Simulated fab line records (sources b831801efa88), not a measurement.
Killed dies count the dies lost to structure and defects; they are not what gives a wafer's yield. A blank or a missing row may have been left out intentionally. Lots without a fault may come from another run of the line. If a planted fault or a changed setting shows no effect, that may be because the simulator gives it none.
Comparing a struck lot with a sound one / flow sky130 / 21 steps out of a route of 708
Sound: the wafers L248.3, L248.4, L248.5. Struck: wafers L253.1, L253.2, L253.4. The cause comes at the end.
For every step that has rows: the tool of each side, followed by ch and its chambers, followed by its first start. Under that, the readings that differ: sound wafers / struck wafers / difference of the means / sigmas: that difference in standard deviations of wafers without a fault.
alike: readings whose means differ by less than 2 such deviations, and words and numbers that are the same on both sides. not compared: withheld readings, readings that some wafer has no value for, bounds like >300 that may hide the same value, and numbers for which the record gives no deviation and whose values overlap.
The two part at a step that has a row with sigmas, a row that says differs or no value, or rows on one side only. When numbers do not overlap yet have no deviation, they are printed without sigmas and do not part them. A reading that every wafer of one side lacks parts them only if that side has two wafers or more.

SKY_PASSIVATION_THK_MEAS_03:
  sound on film_metro-03 at day 45 03:08; struck on film_metro-04 at day 46 02:43
  alike: PASSIVATION_CVD_02_THK
then, 7 steps without rows for these wafers: SKY_PASSIVATION_DEHYDRATE_04 (time 60 s); SKY_PASSIVATION_HMDS_05 (prime time 60 s); SKY_PASSIVATION_COAT_06 (resist thk 3000 nm); SKY_PASSIVATION_SOFTBAKE_07; SKY_PASSIVATION_EXPOSE_08 (exposes mask NSM, target cd 3000 nm); SKY_PASSIVATION_PEB_09; SKY_PASSIVATION_DEVELOP_10 (develop time 60 s).
SKY_PASSIVATION_ETCH_11: etches the open film in CF4/O2, stops on AlCu, target depth 725 nm, time 161.1 s.
  sound on rie_diel-02 ch 1,3, day 46 00:34; struck on rie_diel-02 ch 0,1,3, day 46 23:04
  alike: drypump_motor_current_A, oes_product_au, throttle_valve_pct
  not compared: rf_hours_counter_h
SKY_PASSIVATION_STRIP_12: strips in O2/N2.
  sound on plasma_asher-04 ch 0,1, day 46 00:43; struck on plasma_asher-03 ch 0,1, day 46 23:10
  alike: drypump_motor_current_A, oes_product_au, strip_time_to_endpoint_s
  not compared: rf_hours_counter_h
then, 2 steps without rows for these wafers: SKY_PAD_OPEN_DEHYDRATE_00 (time 60 s); SKY_PAD_OPEN_HMDS_01 (prime time 60 s).
SKY_PAD_OPEN_COAT_02: resist thk 3000 nm.
  sound on litho_track-04 ch 0, day 46 10:10; struck on litho_track-04 ch 0, day 47 08:34
reading=spin_speed_rpm (rpm); sound=1998.9 1998.3 1998.4; struck=2045.8 2047.4 2045.4; difference=+47.7; sigmas=+32
reading=model.coat_of_PAD_OPEN_COAT_02.thk_nm (nm); sound=2997 2994 2997; struck=2952 2952 2952; difference=-44; sigmas=
then, 3 steps without rows for these wafers: SKY_PAD_OPEN_SOFTBAKE_03; SKY_PAD_OPEN_EXPOSE_04 (exposes mask PDM, target cd 60000 nm); SKY_PAD_OPEN_PEB_05.
SKY_PAD_OPEN_DEVELOP_06: develop time 60 s.
  sound: litho_track-01 ch 0; struck: litho_track-04 ch 0
reading=model.coat_of_PAD_OPEN_COAT_02.thk_nm (nm); sound=2996 2993 2996; struck=2951 2951 2951; difference=-44; sigmas=
SKY_PAD_OPEN_ETCH_07: etches the open film in CF4/O2, stops on AlCu, target depth 725 nm, time 161.1 s.
  sound on rie_diel-03 ch 0,2,3, day 46 20:23; struck on rie_diel-04 ch 1,2,3, day 47 18:37
  alike: drypump_motor_current_A, oes_product_au, throttle_valve_pct
  not compared: rf_hours_counter_h
SKY_PAD_OPEN_STRIP_08: strips in O2/N2.
  sound on plasma_asher-02 ch 0,1, day 46 20:31; struck on plasma_asher-01 ch 0,1, day 47 18:43
reading=strip_time_to_endpoint_s (s); sound=37.05 36.99 37.02; struck=36.49 36.47 36.49; difference=-0.54; sigmas=-5
  alike: drypump_motor_current_A, oes_product_au
  not compared: rf_hours_counter_h
then, 2 steps without rows for these wafers: SKY_PAD_OPEN_STRIP_09 (strips in post etch residue remover, time 1200 s); SKY_PAD_OPEN_PROBE_99.

## WHERE THEY PART
Last at SKY_PAD_OPEN_STRIP_08 as far as this record goes, first at SKY_PAD_OPEN_COAT_02.

WHY: the cause the simulator had injected
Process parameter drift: litho_track-04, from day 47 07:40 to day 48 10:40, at SKY_PAD_OPEN_COAT_02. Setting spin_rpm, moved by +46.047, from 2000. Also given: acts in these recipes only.
